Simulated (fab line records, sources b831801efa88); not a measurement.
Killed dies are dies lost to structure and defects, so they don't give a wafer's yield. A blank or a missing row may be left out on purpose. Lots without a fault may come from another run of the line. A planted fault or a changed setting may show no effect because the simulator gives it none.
fab line records | flow gf180mcu | part 1 of 2: steps 1 to 42 of 44
record lots=5 wafers=15 last_day=34
route steps=602 shown HV_LDD@218 NSD@235 PSD@248 PASSIVATION@602
lots that met no fault: from a run of the same line without faults
start_h: hours from the record's first day to the start of the lot's first wafer shown | wait_h: hours since the lot's step before | " the same as in the row above | L1.1+2: a row that stands for several wafers | - no value, or no start given | * or withheld: withheld | < > ~ a bound
route shown NAME@n: a module of which the file shows steps, and the number in the route of the first | usual: mean/standard deviation of fault-free wafers | same: alike in all rows | chamber/n: place in a boat | sites: the reading at each site | _std_site: their standard deviation | _edge_site: outer sites' mean less inner sites' | radius_mm: how far each site lies from the wafer's centre | mask NAME#n: copy n | behind: the tool/chamber that last shaped the wafer | hold: why the lot was held/for how many hours/how that ended | device: the transistor (n, p or np) that didn't switch | end of line: the same wafers' tests at the end of the route | a step without rows: its recipe alone | killed: dies lost to structure and defects at the first sort, not the wafer's yield | map: a wafer's dies, x killed, . not, _ none there
set.NAME: the setting as run; set.NAME@STEP: as run at that earlier step | model.NAME: the simulator's own value behind a step, which no gauge read
lots at some steps of the route; a table a step, a row a wafer
services: from which hour (start_h, from the record's first day; less than 0 if before it) a tool's chamber was out of use, for how many hours, and why
## steps
# step GF_HV_LDD_SOFTBAKE_42
# recipe temp_c=90 time_s=60 resist=NOVOLAK
# step GF_HV_LDD_EXPOSE_43
# recipe mask_id=Pplus_HV_AREA target_cd_nm=400 na=0.6 source_shape=conventional sigma_outer=0.6 dose_mj=140
# step GF_HV_LDD_PEB_44
# recipe temp_c=withheld time_s=* resist=NOVOLAK
# step GF_HV_LDD_DEVELOP_45
# recipe develop_time_s=60 dev_temp_c=22.26
# step GF_HV_LDD_CD_MEAS_46
# recipe target_cd_nm=400
# usual cd_nm=402.1/1.8
# columns lot.wafer tool chamber start_h wait_h cd_nm
L463.1 cd_sem-01 - 282.25 0.1 404.0
L463.4 " - " " 401.4
L463.6 " - " " 401.3
L473.2 cd_sem-02 - 353.97 0.1 403.9
L473.4 " - " " 401.6
L473.5 " - " " 405.2
L481.3 cd_sem-02 - 420.34 0.1 400.8
L481.4 " - " " 401.3
L481.5 " - " " 400.5
L484.1 cd_sem-02 - 445.80 0.1 404.5
L484.2 " - " " 401.9
L484.5 " - " " 401.3
L485.1 cd_sem-01 - 448.47 0.1 403.3
L485.2 " - " " 404.6
L485.3 " - " " 403.4
# step GF_HV_LDD_OVL_MEAS_47
# usual HV_LDD_03_OVL=-0.2/1.5
# columns lot.wafer tool chamber start_h wait_h HV_LDD_03_OVL[nm]
L463.1 overlay-01 - 282.37 0.1 1.3
L463.4 " - " " 1.5
L463.6 " - " " -0.7
L473.2 overlay-02 - 354.08 0.1 -3.5
L473.4 " - " " -1.1
L473.5 " - " " -1.0
L481.3 overlay-01 - 420.43 0.1 3.2
L481.4 " - " " 4.0
L481.5 " - " " 4.4
L484.1 overlay-02 - 445.92 0.1 0.0
L484.2 " - " " 0.4
L484.5 " - " " -1.6
L485.1 overlay-02 - 448.59 0.1 -2.1
L485.2 " - " " -1.2
L485.3 " - " " -1.9
# step GF_HV_LDD_IMPLANT_48
# recipe species=B energy_kev=25 dose_cm2=3e+13 tilt_deg=7
# step GF_HV_LDD_STRIP_49
# recipe chemistry=O2/N2 power_w=1400 pressure_mtorr=1500 platen_temp_c=250 o2_flow_sccm=3000 n2_flow_sccm=300 overash_fraction=0.5
# usual drypump_motor_current_A=5.9/0.5 heater_power_w=336/43 oes_product_au=0.716/0.0046 platen_temp_c=249.98/0.18 strip_time_to_endpoint_s=12.64/0.04
# same overash_fraction=0.5
# columns lot.wafer tool chamber start_h wait_h drypump_motor_current_A heater_power_w oes_product_au platen_temp_c rf_hours_counter_h strip_time_to_endpoint_s
L463.1 plasma_asher-01 0 282.56 0.1 6.2 387 0.710 250.05 56 12.72
L463.4 " 0 " " 6.2 386 0.725 250.32 - 12.68
L463.6 " 0 " " 6.2 391 0.712 250.18 - 12.71
L473.2 plasma_asher-03 1 354.26 0.1 5.1 381 0.713 250.00 76 12.62
L473.4 " 1 " " 5.0 380 0.722 250.06 - 12.61
L473.5 " 0 " " 6.0 293 0.717 250.09 - 12.61
L481.3 plasma_asher-03 0 420.64 0.1 6.1 284 0.717 249.71 - 12.66
L481.4 " 1 " " 5.1 379 0.719 249.81 - 12.67
L481.5 " 0 " " 6.1 289 0.706 249.93 - 12.67
L484.1 plasma_asher-04 1 446.11 0.1 6.6 370 0.707 249.94 67 12.60
L484.2 " 0 " " 6.3 320 0.710 249.50 67 12.59
L484.5 " 0 " " 6.2 327 0.711 249.95 - 12.63
L485.1 plasma_asher-01 0 448.77 0.1 6.2 383 0.717 250.14 2 12.64
L485.2 " 1 " " 5.9 290 0.712 249.64 2 12.67
L485.3 " 0 " " 6.2 377 0.717 250.07 - 12.65
# step GF_HV_LDD_TW_MEAS_50
# usual HV_LDD_4_TW=566/5.5
# columns lot.wafer tool chamber start_h wait_h HV_LDD_4_TW
L463.1 film_metro-02 - 282.72 0.1 560
L463.4 " - " " 559
L463.6 " - " " 559
L473.2 film_metro-04 - 354.37 0.1 570
L473.4 " - " " 569
L473.5 " - " " 571
L481.3 film_metro-02 - 420.73 0.1 558
L481.4 " - " " 557
L481.5 " - " " 559
L484.1 film_metro-01 - 446.21 0.1 569
L484.2 " - " " 566
L484.5 " - " " 567
L485.1 film_metro-04 - 448.87 0.1 569
L485.2 " - " " 569
L485.3 " - " " 569
# step GF_HV_LDD_CLEAN_51
# recipe chemistry=SC1/SC2 mix=1:4:20 temp_c=70 time_s=150 dry=n2_spin
# step GF_HV_LDD_RTA_52
# recipe temp_c=1000 time_s=10 ambient=N2
# usual lamp_power_pct=32.8/0.81 wafer_temp_C_max=1003.9/0.88
# columns lot.wafer tool chamber start_h wait_h lamp_power_pct wafer_temp_C_max
L463.1 rtp_anneal-02 0 282.83 0.0 31.9 1003.6
L463.4 " 0 " " 31.9 1003.3
L463.6 " 0 " " 31.9 1003.3
L473.2 rtp_anneal-01 0 354.48 0.0 33.5 1004.3
L473.4 " 0 " " 33.5 1004.9
L473.5 " 0 " " 33.5 1004.3
L481.3 rtp_anneal-02 0 420.84 0.0 31.9 1003.4
L481.4 " 0 " " 31.9 1003.9
L481.5 " 0 " " 31.9 1003.0
L484.1 rtp_anneal-02 0 446.32 0.0 31.9 1002.2
L484.2 " 0 " " 31.9 1003.4
L484.5 " 0 " " 31.9 1003.0
L485.1 rtp_anneal-02 0 448.98 0.0 31.9 1003.6
L485.2 " 0 " " 31.9 1003.7
L485.3 " 0 " " 31.9 1002.9
# step GF_HV_LDD_RS_MEAS_53
# recipe thk_meas_gauge=four-point-probe
# usual HV_LDD_RS=417.8/0.99
# columns lot.wafer tool chamber start_h wait_h HV_LDD_RS[ohm/sq]
L463.1 film_metro-02 - 282.90 0.1 419.0
L463.4 " - " " 418.9
L463.6 " - " " 419.9
L473.2 film_metro-01 - 354.56 0.1 416.7
L473.4 " - " " 417.1
L473.5 " - " " 418.1
L481.3 film_metro-01 - 420.93 0.1 418.5
L481.4 " - " " 419.1
L481.5 " - " " 420.1
L484.1 film_metro-02 - 446.38 0.1 417.4
L484.2 " - " " 417.2
L484.5 " - " " 417.0
L485.1 film_metro-01 - 449.05 0.1 418.2
L485.2 " - " " 417.1
L485.3 " - " " 418.5
# step GF_HV_LDD_CVD_54
# recipe material=SiO2 target_thk_nm=10 precursor=TEOS temp_c=680 time_s=75 pressure_mtorr=400
# usual spike_tc_bottom_C=701.5/1.8 spike_tc_centre_C=680.9/1.3 spike_tc_lower_C=680.2/1.1 spike_tc_top_C=695.1/1.9 spike_tc_upper_C=679.9/1.5
# columns lot.wafer tool chamber start_h wait_h spike_tc_bottom_C spike_tc_centre_C spike_tc_lower_C spike_tc_top_C spike_tc_upper_C model.SiO2_of_HV_LDD_CVD_54.thk_nm
L463.1 lpcvd-01 1 283.03 0.1 701.1 680.6 681.7 693.8 681.6 10.09
L463.4 " 1 " " 703.0 681.1 681.3 694.5 682.2 10.09
L463.6 " 1 " " 700.3 681.2 680.2 694.0 680.6 10.08
L473.2 lpcvd-02 0 354.66 0.1 703.2 683.0 678.1 694.0 676.8 9.83
L473.4 " 0 " " 702.1 682.7 681.1 695.9 677.2 9.797
L473.5 " 0 " " 703.8 682.3 679.2 692.9 679.0 9.906
L481.3 lpcvd-02 0 421.01 0.1 714.2 692.7 690.0 701.9 687.7 12.51
L481.4 " 0 " " 712.7 692.2 690.1 703.6 686.1 12.59
L481.5 " 0 " " 713.1 691.9 688.9 702.1 685.9 12.48
L484.1 lpcvd-01 0 446.50 0.1 699.4 680.0 679.7 697.7 680.6 9.941
L484.2 " 0 " " 699.4 681.1 679.0 696.2 679.7 9.964
L484.5 " 0 " " 698.3 680.2 678.4 699.5 679.8 9.89
L485.1 lpcvd-01 1 449.17 0.1 701.8 680.1 682.5 693.7 680.5 9.97
L485.2 " 1 " " 702.4 679.8 681.0 695.6 681.6 9.96
L485.3 " 1 " " 701.9 682.0 681.4 693.8 680.5 9.985
# step GF_HV_LDD_THK_MEAS_55
# recipe reads=SiO2_of_HV_LDD_CVD_54
# usual HV_LDD_CVD_54_THK=9.99/0.12
# columns lot.wafer tool chamber start_h wait_h HV_LDD_CVD_54_THK[nm]
L463.1 film_metro-04 - 284.05 0.0 10.10
L463.4 " - " " 10.10
L463.6 " - " " 10.07
L473.2 film_metro-02 - 355.69 0.0 9.83
L473.4 " - " " 9.78
L473.5 " - " " 9.88
L481.3 film_metro-01 - 422.56 0.0 12.51
L481.4 " - " " 12.66
L481.5 " - " " 12.49
L484.1 film_metro-02 - 447.53 0.0 9.95
L484.2 " - " " 9.96
L484.5 " - " " 9.80
L485.1 film_metro-02 - 450.19 0.0 9.96
L485.2 " - " " 9.95
L485.3 " - " " 9.98
# step GF_HV_LDD_CVD_56
# recipe material=Si3N4 precursor=DCS/NH3 target_thk_nm=90 temp_c=770 time_s=1543 pressure_mtorr=250
# step GF_HV_LDD_THK_MEAS_57
# recipe reads=Si3N4_of_HV_LDD_CVD_56
# usual HV_LDD_CVD_56_THK=89.9/0.8
# columns lot.wafer tool chamber start_h wait_h HV_LDD_CVD_56_THK[nm]
L463.1 film_metro-04 - 286.29 0.0 90.7
L463.4 " - " " 90.8
L463.6 " - " " 90.3
L473.2 film_metro-04 - 357.18 0.0 90.3
L473.4 " - " " 90.5
L473.5 " - " " 90.7
L481.3 film_metro-04 - 424.76 0.0 90.9
L481.4 " - " " 91.0
L481.5 " - " " 90.6
L484.1 film_metro-02 - 449.01 0.0 88.8
L484.2 " - " " 89.0
L484.5 " - " " 89.5
L485.1 film_metro-01 - 451.69 0.0 89.3
L485.2 " - " " 89.4
L485.3 " - " " 89.4
# step GF_HV_LDD_ETCHBACK_58
# recipe chemistry=CH3F/O2 target=Si3N4 stop_on=SiO2 source_w=400 bias_w=80 pressure_mtorr=25 ch3f_flow_sccm=40 O2_flow_sccm=30 time_s=100 target_depth_a=900
# usual ch3f_flow_sccm=40.00/0.1 drypump_motor_current_A=5.8/0.64 oes_product_au=0.843/0.006 rf_fwd_power_W=397.2/1.4 throttle_valve_pct=10.560/0.0089
# columns lot.wafer tool chamber start_h wait_h ch3f_flow_sccm drypump_motor_current_A oes_product_au rf_fwd_power_W rf_hours_counter_h throttle_valve_pct
L463.1 rie_diel-04 1 286.35 0.1 39.87 6.1 0.844 396.1 11 10.560
L463.4 " 0 " " 39.98 6.4 0.841 398.0 18 10.558
L463.6 " 0 " " 39.99 6.4 0.843 398.2 - 10.542
L473.2 rie_diel-03 0 357.23 0.0 39.94 5.5 0.847 397.0 27 10.553
L473.4 " 1 " " 40.17 5.5 0.843 396.7 34 10.568
L473.5 " 1 " " 40.18 5.5 0.845 395.9 - 10.555
L481.3 rie_diel-03 1 424.80 0.0 39.92 5.5 0.842 398.9 36 10.562
L481.4 " 0 " " 40.12 5.4 0.846 396.5 28 10.561
L481.5 " 0 " " 40.00 5.5 0.849 399.9 - 10.567
L484.1 rie_diel-03 3 449.07 0.1 40.07 6.0 0.844 397.1 105 10.559
L484.2 " 0 " " 40.01 5.4 0.832 398.0 29 10.542
L484.5 " 0 " " 39.97 5.5 0.834 396.2 - 10.557
L485.1 rie_diel-02 1 451.75 0.1 40.01 5.8 0.837 396.7 6 10.574
L485.2 " 0 " " 40.08 4.9 0.840 394.3 59 10.556
L485.3 " 2 " " 39.79 4.9 0.841 396.2 53 10.563
# step GF_NSD_DEHYDRATE_00
# recipe temp_c=200 time_s=60
# step GF_NSD_HMDS_01
# recipe prime_time_s=60 prime_temp_c=120
# step GF_NSD_COAT_02
# recipe resist=NOVOLAK spin_rpm=3000 resist_thk_nm=1000
# step GF_NSD_SOFTBAKE_03
# recipe temp_c=90 time_s=60 resist=NOVOLAK
# step GF_NSD_EXPOSE_04
# recipe mask_id=Nplus target_cd_nm=400 na=0.6 source_shape=conventional sigma_outer=0.6 dose_mj=140
# step GF_NSD_PEB_05
# recipe temp_c=withheld time_s=* resist=NOVOLAK
# step GF_NSD_DEVELOP_06
# recipe develop_time_s=62.44 dev_temp_c=23
# step GF_NSD_CD_MEAS_07
# recipe target_cd_nm=400
# usual cd_nm=399.7/2.5
# columns lot.wafer tool chamber start_h wait_h cd_nm
L463.1 cd_sem-01 - 306.47 0.1 400.6
L463.4 " - " " 400.2
L463.6 " - " " 400.8
L473.2 cd_sem-02 - 379.24 0.1 400.6
L473.4 " - " " 401.5
L473.5 " - " " 400.9
L481.3 cd_sem-02 - 449.34 0.1 401.6
L481.4 " - " " 399.6
L481.5 " - " " 403.5
L484.1 cd_sem-02 - 472.72 0.1 400.8
L484.2 " - " " 399.7
L484.5 " - " " 402.1
L485.1 cd_sem-01 - 475.62 0.2 401.7
L485.2 " - " " 402.2
L485.3 " - " " 403.7
# step GF_NSD_OVL_MEAS_08
# usual NSD_OVL=-0.4/1.6
# columns lot.wafer tool chamber start_h wait_h NSD_OVL[nm]
L463.1 overlay-02 - 306.59 0.1 -0.8
L463.4 " - " " -1.6
L463.6 " - " " -0.5
L473.2 overlay-01 - 379.34 0.1 -0.5
L473.4 " - " " 0.4
L473.5 " - " " 0.6
L481.3 overlay-02 - 449.43 0.1 -2.3
L481.4 " - " " -2.9
L481.5 " - " " -1.9
L484.1 overlay-01 - 472.84 0.1 1.3
L484.2 " - " " -1.6
L484.5 " - " " 0.9
L485.1 overlay-02 - 475.74 0.1 -1.4
L485.2 " - " " -2.1
L485.3 " - " " -5.6
# step GF_NSD_IMPLANT_09
# recipe species=As energy_kev=60 dose_cm2=4e+15 tilt_deg=7
# step GF_NSD_IMPLANT_10
# recipe species=P energy_kev=40 dose_cm2=5e+14 tilt_deg=7
# step GF_NSD_STRIP_11
# recipe chemistry=O2/N2 power_w=1400 pressure_mtorr=1500 platen_temp_c=250 o2_flow_sccm=3000 n2_flow_sccm=300 overash_fraction=0.5
# usual drypump_motor_current_A=5.8/0.57 heater_power_w=330/34 oes_product_au=0.487/0.0043 platen_temp_c=250.00/0.17 strip_time_to_endpoint_s=22.97/0.043
# same overash_fraction=0.5
# columns lot.wafer tool chamber start_h wait_h drypump_motor_current_A heater_power_w oes_product_au platen_temp_c rf_hours_counter_h strip_time_to_endpoint_s
L463.1 plasma_asher-02 0 306.92 0.1 5.0 301 0.486 249.92 19 23.05
L463.4 " 1 " " 5.8 329 0.492 249.87 - 23.03
L463.6 " 1 " " 5.8 328 0.488 249.95 - 23.03
L473.2 plasma_asher-03 1 379.67 0.1 5.1 376 0.482 250.20 79 22.95
L473.4 " 0 " " 6.0 290 0.485 250.15 - 22.96
L473.5 " 1 " " 5.1 380 0.485 250.44 - 22.98
L481.3 plasma_asher-03 1 449.79 0.1 5.1 369 0.486 250.15 - 22.97
L481.4 " 0 " " 6.0 284 0.485 249.80 - 22.94
L481.5 " 0 " " 6.0 286 0.492 249.85 - 22.94
L484.1 plasma_asher-03 0 473.17 0.1 6.0 284 0.481 249.68 90 22.95
L484.2 " 1 " " 5.1 366 0.497 249.82 90 22.93
L484.5 " 0 " " 6.0 285 0.486 249.99 - 22.99
L485.1 plasma_asher-03 0 476.07 0.1 6.0 280 0.482 249.98 90 23.00
L485.2 " 1 " " 5.0 370 0.482 250.40 90 22.99
L485.3 " 1 " " 5.0 376 0.487 249.90 - 23.01
# step GF_NSD_TW_MEAS_12
# usual NSD_TW=4235/58
# columns lot.wafer tool chamber start_h wait_h NSD_TW
L463.1 film_metro-01 - 307.02 0.1 4258
L463.4 " - " " 4272
L463.6 " - " " 4270
L473.2 film_metro-03 - 379.78 0.1 4264
L473.4 " - " " 4281
L473.5 " - " " 4270
L481.3 film_metro-02 - 449.87 0.1 4174
L481.4 " - " " 4145
L481.5 " - " " 4165
L484.1 film_metro-03 - 473.27 0.1 4306
L484.2 " - " " 4299
L484.5 " - " " 4268
L485.1 film_metro-02 - 476.17 0.1 4134
L485.2 " - " " 4135
L485.3 " - " " 4146
# step GF_PSD_DEHYDRATE_00
# recipe temp_c=200 time_s=60
# step GF_PSD_HMDS_01
# recipe prime_time_s=60 prime_temp_c=120
# step GF_PSD_COAT_02
# recipe resist=NOVOLAK spin_rpm=3000 resist_thk_nm=1000
# step GF_PSD_SOFTBAKE_03
# recipe temp_c=90 time_s=60 resist=NOVOLAK
# step GF_PSD_EXPOSE_04
# recipe mask_id=Pplus target_cd_nm=400 na=0.6 source_shape=conventional sigma_outer=0.6 dose_mj=140
# step GF_PSD_PEB_05
# recipe temp_c=withheld time_s=* resist=NOVOLAK
# step GF_PSD_DEVELOP_06
# recipe develop_time_s=60 dev_temp_c=23
# step GF_PSD_CD_MEAS_07
# recipe target_cd_nm=400
# usual cd_nm=400.1/2.6
# columns lot.wafer tool chamber start_h wait_h cd_nm
L463.1 cd_sem-01 - 327.15 0.1 397.2
L463.4 " - " " 397.2
L463.6 " - " " 397.0
L473.2 cd_sem-01 - 402.69 0.1 404.2
L473.4 " - " " 402.6
L473.5 " - " " 403.5
L481.3 cd_sem-01 - 473.49 0.1 405.2
L481.4 " - " " 405.9
L481.5 " - " " 404.9
L484.1 cd_sem-02 - 497.35 0.1 397.6
L484.2 " - " " 396.9
L484.5 " - " " 398.1
L485.1 cd_sem-01 - 500.22 0.1 400.3
L485.2 " - " " 402.6
L485.3 " - " " 401.0
# step GF_PSD_OVL_MEAS_08
# usual PSD_OVL=0.2/1.5
# columns lot.wafer tool chamber start_h wait_h PSD_OVL[nm]
L463.1 overlay-02 - 327.27 0.1 -1.1
L463.4 " - " " 0.4
L463.6 " - " " -1.0
L473.2 overlay-02 - 402.79 0.1 -1.5
L473.4 " - " " -1.0
L473.5 " - " " -1.1
L481.3 overlay-02 - 473.58 0.1 -1.1
L481.4 " - " " -1.5
L481.5 " - " " -1.0
L484.1 overlay-02 - 497.47 0.1 0.4
L484.2 " - " " 1.4
L484.5 " - " " 0.6
L485.1 overlay-02 - 500.34 0.1 2.1
L485.2 " - " " -0.9
L485.3 " - " " 1.3
# step GF_PSD_IMPLANT_09
# recipe species=BF2 energy_kev=40 dose_cm2=1.5e+15 tilt_deg=7
# step GF_PSD_STRIP_10
# recipe chemistry=O2/N2 power_w=1400 pressure_mtorr=1500 platen_temp_c=250 o2_flow_sccm=3000 n2_flow_sccm=300 overash_fraction=0.5
# usual drypump_motor_current_A=5.8/0.55 heater_power_w=325/28 oes_product_au=0.592/0.0046 platen_temp_c=249.99/0.17 strip_time_to_endpoint_s=16.53/0.047
# same overash_fraction=0.5
# columns lot.wafer tool chamber start_h wait_h drypump_motor_current_A heater_power_w oes_product_au platen_temp_c rf_hours_counter_h strip_time_to_endpoint_s
L463.1 plasma_asher-04 1 327.46 0.1 6.5 372 0.590 249.79 55 16.58
L463.4 " 0 " " 6.3 327 0.586 250.03 - 16.59
L463.6 " 0 " " 6.2 317 0.598 250.06 - 16.58
L473.2 plasma_asher-04 0 402.97 0.1 6.2 325 0.595 250.03 63 16.57
L473.4 " 1 " " 6.5 367 0.590 249.70 - 16.57
L473.5 " 0 " " 6.2 313 0.587 250.14 - 16.55
L481.3 plasma_asher-02 1 473.79 0.1 5.8 326 0.601 249.88 - 16.52
L481.4 " 0 " " 5.0 304 0.589 249.92 - 16.54
L481.5 " 0 " " 5.0 303 0.598 249.86 - 16.54
L484.1 plasma_asher-02 0 497.66 0.1 5.0 299 0.587 250.17 38 16.59
L484.2 " 1 " " 5.9 333 0.603 249.91 38 16.55
L484.5 " 0 " " 5.0 306 0.589 249.73 - 16.55
L485.1 plasma_asher-02 0 500.52 0.1 5.0 299 0.586 249.78 39 16.49
L485.2 " 1 " " 5.8 317 0.596 249.98 39 16.51
L485.3 " 0 " " 5.0 303 0.595 249.94 - 16.49
# step GF_PSD_TW_MEAS_11
# usual PSD_TW=3171/40
# columns lot.wafer tool chamber start_h wait_h PSD_TW
L463.1 film_metro-03 - 327.56 0.1 3223
L463.4 " - " " 3214
L463.6 " - " " 3212
L473.2 film_metro-01 - 403.08 0.1 3192
L473.4 " - " " 3192
L473.5 " - " " 3188
L481.3 film_metro-03 - 473.88 0.1 3185
L481.4 " - " " 3200
L481.5 " - " " 3196
L484.1 film_metro-03 - 497.76 0.1 3210
L484.2 " - " " 3210
L484.5 " - " " 3187
L485.1 film_metro-03 - 500.62 0.1 3233
L485.2 " - " " 3208
L485.3 " - " " 3210
## key
first_sign step=GF_HV_LDD_CVD_54 reading=spike_tc_lower_C direction=up sigmas=8.7 usual=680.2 struck=689.7
effect step=GF_HV_LDD_CVD_54 reading=spike_tc_centre_C direction=up sigmas=8.5 usual=680.9 struck=692.3
effect step=GF_HV_LDD_THK_MEAS_55 reading=HV_LDD_CVD_54_THK direction=up sigmas=21 usual=9.99 struck=12.55
model_effect step=GF_HV_LDD_CVD_54 value=SiO2_of_HV_LDD_CVD_54.thk_nm without=10.06 struck=12.53
model_effect step=GF_PSD_CLEAN_12 value=SiO2_of_HV_LDD_CVD_54.thk_nm without=6.923 struck=9.39
model_effect step=GF_PASSIVATION_PROBE_99 value=etest.pplus_u.line_ohm_um without=617.8 struck=637.4
met_at GF_HV_LDD_CVD_54
struck_wafers L481.3,L481.4,L481.5
tester_left_out L481
onset_between 354.66 421.01
fault kind=process_parameter_drift tool=lpcvd-02 chamber=0 onset_h=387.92 steps=GF_HV_LDD_CVD_54 channel=temp_c offset=* shape=step end_h=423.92 acts_in=* stated=*
# tester_left_out: of these lots the tester's yield and bins aren't shown, on N5 and GAA mostly nor the transistor test; their killed dies are dies lost to structure and defects alone, not to doping, threshold or leakage, so they don't give the yield
